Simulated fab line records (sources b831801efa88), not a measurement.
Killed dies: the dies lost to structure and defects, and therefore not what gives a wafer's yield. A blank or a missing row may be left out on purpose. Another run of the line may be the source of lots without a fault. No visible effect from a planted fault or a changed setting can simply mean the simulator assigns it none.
Struck lot and sound lot, side by side + flow sky130 + 15 out of 708 route steps
Sound: the wafers L677.2, L677.3, L677.4. Struck: wafer L687.1 (L687.2, L687.3, from the same lot, were not struck and are left out); the cause is given at the end.
At each step with rows: each side's tool, then ch and its chambers, then its first start. Under that, the readings that differ: sound wafers + struck wafers + difference of the means + sigmas: that difference in standard deviations of wafers without a fault.
alike: same words and numbers on both sides, and readings whose means sit less than 2 such deviations apart. not compared: any withheld reading, any reading some wafer has no value for, any bound like >300 that may hide the same value, and any number with overlapping values for which the record gives no deviation.
Wherever a step has rows on one side only, a row that says differs or no value, or a row with sigmas, the two part there. Numbers that don't overlap but have no deviation are shown without sigmas and don't part them. Lack of a reading on every wafer of one side parts them only where that side has two or more wafers.

SKY_LOCAL_INTERCONNECT_THK_MEAS_02: measures by xrf.
  struck on filmMetro-01, day 35 15:01; sound on filmMetro-04, day 32 18:34
  alike: LOCAL_INTERCONNECT_TIN_THK
then, 8 steps without rows for these wafers: SKY_LOCAL_INTERCONNECT_DEHYDRATE_03 (time 60 s); SKY_LOCAL_INTERCONNECT_HMDS_04 (prime time 60 s); SKY_LOCAL_INTERCONNECT_COAT_05 (resist thk 60 nm); SKY_LOCAL_INTERCONNECT_COAT_06 (resist thk 450 nm); SKY_LOCAL_INTERCONNECT_SOFTBAKE_07 (time 90 s); SKY_LOCAL_INTERCONNECT_EXPOSE_08 (exposes mask LI1M, target cd 170 nm); SKY_LOCAL_INTERCONNECT_PEB_09; SKY_LOCAL_INTERCONNECT_DEVELOP_10 (develop time 60 s).
SKY_LOCAL_INTERCONNECT_CD_MEAS_11: the cd target is 170 nm.
  struck on cdSem-01, day 36 16:48; sound on cdSem-02, day 33 21:19
  alike: cdNm
SKY_LOCAL_INTERCONNECT_OVL_MEAS_12:
  struck on overlay-02, day 36 16:55; sound on overlay-02, day 33 21:25
  alike: LOCAL_INTERCONNECT_OVL
SKY_LOCAL_INTERCONNECT_ETCH_13: etches BARC in N2/H2, stops on SiO2, time 45.9 s, target depth 60 nm.
  sound on rieMetal-03 ch 0,1, day 33 21:27; struck on rieMetal-03 ch 1, day 36 16:57
| reading             | sound             | struck | difference | sigmas |
|---------------------|-------------------|--------|------------|--------|
| oesProductAu (a.u.) | 0.853 0.846 0.856 | 0.865  | +0.013     | +3     |
  alike: drypumpMotorCurrentA, throttleValvePct
  not compared: rfHoursCounterH
SKY_LOCAL_INTERCONNECT_METAL_ETCH_14: etches TiN in Cl2/BCl3, stops on PSG, target depth 110 nm, time 31.4 s.
  sound on rieMetal-03 ch 0,1, day 33 21:31; struck on rieMetal-03 ch 1, day 36 17:01
| reading                                                  | sound                | struck | difference | sigmas |
|----------------------------------------------------------|----------------------|--------|------------|--------|
| oesProductAu (a.u.)                                      | 0.931 0.941 0.932    | 0.702  | -0.233     | -28    |
| throttleValvePct (%)                                     | 21.909 21.918 21.913 | 22.061 | +0.148     | +15    |
| model.LOCAL_INTERCONNECT.featureDepthNm (nm)             | 98.33 99.76 99.43    | 57.86  | -41.31     |        |
| model.etch.depthNm (nm)                                  | 98.33 99.76 99.43    | 57.86  | -41.31     |        |
| model.KrF-thick_of_LOCAL_INTERCONNECT_COAT_06.thkNm (nm) | 345.3 345.9 346.2    | 368.2  | +22.4      |        |
  alike: drypumpMotorCurrentA, mfcCl2Sccm
  not compared: rfHoursCounterH
SKY_LOCAL_INTERCONNECT_STRIP_15: strips in O2/N2.
  sound on plasmaAsher-02 ch 0,1, day 33 21:34; struck on plasmaAsher-02 ch 0, day 36 17:04
| reading                  | sound             | struck | difference | sigmas |
|--------------------------|-------------------|--------|------------|--------|
| stripTimeToEndpointS (s) | 4.691 4.690 4.688 | 4.929  | +0.239     | +16    |
  alike: drypumpMotorCurrentA, oesProductAu
  not compared: rfHoursCounterH
then, 1 step without rows for these wafers: SKY_LOCAL_INTERCONNECT_STRIP_16 (strips in post etch residue remover, time 1200 s).

## WHERE THEY PART
First at SKY_LOCAL_INTERCONNECT_ETCH_13; last, within this record, at SKY_LOCAL_INTERCONNECT_STRIP_15.

WHY: the cause the simulator had injected
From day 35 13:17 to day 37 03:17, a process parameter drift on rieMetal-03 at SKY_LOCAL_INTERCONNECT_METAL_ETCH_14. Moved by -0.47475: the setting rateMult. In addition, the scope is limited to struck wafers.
